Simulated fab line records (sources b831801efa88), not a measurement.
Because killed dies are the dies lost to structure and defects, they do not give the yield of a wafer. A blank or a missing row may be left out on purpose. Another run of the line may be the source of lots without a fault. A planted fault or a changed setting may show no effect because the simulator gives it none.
Struck lot and sound lot, side by side || flow gf180mcu || 21 steps out of a route of 602
Sound: wafers L428.1, L428.2, L428.6. Wafers struck: L441.3, L441.4, L441.5. The cause is given at the end.
For every step that has rows: the tool of each side, followed by ch and its chambers, followed by its first start. Under that, the readings that differ: sound wafers || struck wafers || difference of the means || sigmas: that difference in standard deviations of wafers without a fault.
alike: same words and numbers on both sides, and readings whose means sit less than 2 such deviations apart. not compared: any withheld reading, any reading some wafer has no value for, any bound like >300 that may hide the same value, and any number with overlapping values for which the record gives no deviation.
Wherever a step has rows on one side only, a row that says differs or no value, or a row with sigmas, the two part there. When numbers do not overlap yet have no deviation, they are printed without sigmas and do not part them. A reading that every wafer of one side lacks parts them only if that side has two wafers or more.

GF_VT_IMPLANT_RTA_45: time 30 s.
  sound on rtp_anneal-01 ch 0, day 7 21:49; struck on rtp_anneal-02 ch 0, day 11 09:36
{"reading": "lamp_power_pct (%)", "sound": "43 43 43", "struck": "34 34 34", "difference": -9, "sigmas": -2}
  alike: wafer_temp_C_max
GF_VT_IMPLANT_RS_MEAS_46: measures by four-point-probe.
  sound: film_metro-03 at day 7 21:55; struck: film_metro-04 at day 11 09:42
  alike: MVSD_RS
GF_VT_IMPLANT_RS_MEAS_47: measures by four-point-probe.
  sound: film_metro-03 at day 7 22:02; struck: film_metro-04 at day 11 09:49
{"reading": "NWELL_RS (ohm/sq)", "sound": "485.1 485.2 483.6", "struck": "488.5 487.5 488.4", "difference": "+3.5", "sigmas": "+3"}
GF_VT_IMPLANT_RS_MEAS_48: measures by four-point-probe.
  sound: film_metro-03 at day 7 22:10; struck: film_metro-04 at day 11 09:56
  alike: LVPWELL_RS
GF_VT_IMPLANT_RS_MEAS_49: measures by four-point-probe.
  sound: film_metro-03 at day 7 22:17; struck: film_metro-04 at day 11 10:04
  alike: MVPSD_RS
then, 4 steps without rows for these wafers: GF_VT_IMPLANT_WET_ETCH_50 (etches SiO2 in dHF, target depth 20 nm, time 400 s); GF_DUAL_GATE_CLEAN_00 (cleans in SC1/SC2, time 150 s); GF_DUAL_GATE_CLEAN_01 (cleans in dHF, time 20 s); GF_DUAL_GATE_OXIDATION_02 (stabilise 600 s, purge 300 s, target thk 10.887 nm).
GF_DUAL_GATE_THK_MEAS_03:
  sound: film_metro-02 at day 8 00:02; struck: film_metro-01 at day 11 12:53
  alike: DUAL_GATE_OXIDATION_00_THK
then, 2 steps without rows for these wafers: GF_DUAL_GATE_DEHYDRATE_04 (time 60 s); GF_DUAL_GATE_HMDS_05 (prime time 60 s).
GF_DUAL_GATE_COAT_06: resist thk 1000 nm.
  sound on litho_track-01 ch 0, day 8 07:49; struck on litho_track-01 ch 0, day 11 22:28
{"reading": "spin_speed_rpm (rpm)", "sound": "2999.8 2998.1 3001.9", "struck": "2578.5 2575.7 2576.8", "difference": -422.9, "sigmas": "-99 or more"}
{"reading": "model.NOVOLAK_of_DUAL_GATE_COAT_06.thk_nm (nm)", "sound": "1005 1007 1005", "struck": "1081 1082 1083", "difference": "+76", "sigmas": ""}
then, 3 steps without rows for these wafers: GF_DUAL_GATE_SOFTBAKE_07 (time 60 s); GF_DUAL_GATE_EXPOSE_08 (exposes mask Dualgate, target cd 700 nm); GF_DUAL_GATE_PEB_09.
GF_DUAL_GATE_DEVELOP_10: develop time 60 s.
  sound on litho_track-04 ch 0, day 8 16:31; struck on litho_track-04 ch 0, day 12 07:25
{"reading": "model.NOVOLAK_of_DUAL_GATE_COAT_06.thk_nm (nm)", "sound": "1004 1006 1005", "struck": "1081 1082 1083", "difference": "+77", "sigmas": ""}
GF_DUAL_GATE_OVL_MEAS_11:
  sound: overlay-02 at day 8 16:40; struck: overlay-02 at day 12 07:32
  alike: DUAL_GATE_OVL
then, 1 step without rows for these wafers: GF_DUAL_GATE_WET_ETCH_12 (etches SiO2 in dHF, target depth 13 nm, time 260 s).
GF_DUAL_GATE_STRIP_13: strips in O2/N2.
  sound on plasma_asher-03 ch 0,1, day 8 16:47; struck on plasma_asher-02 ch 0,1, day 12 07:45
{"reading": "strip_time_to_endpoint_s (s)", "sound": "12.67 12.71 12.67", "struck": "13.49 13.50 13.52", "difference": "+0.82", "sigmas": "+21"}
  alike: drypump_motor_current_A, heater_power_w, oes_product_au
  not compared: rf_hours_counter_h
then, 1 step without rows for these wafers: GF_DUAL_GATE_CLEAN_14 (cleans in SC1/SC2, time 150 s).

## WHERE THEY PART
At GF_VT_IMPLANT_RTA_45 first; at GF_DUAL_GATE_STRIP_13 last (within this record only).

WHY: what the simulator had put in
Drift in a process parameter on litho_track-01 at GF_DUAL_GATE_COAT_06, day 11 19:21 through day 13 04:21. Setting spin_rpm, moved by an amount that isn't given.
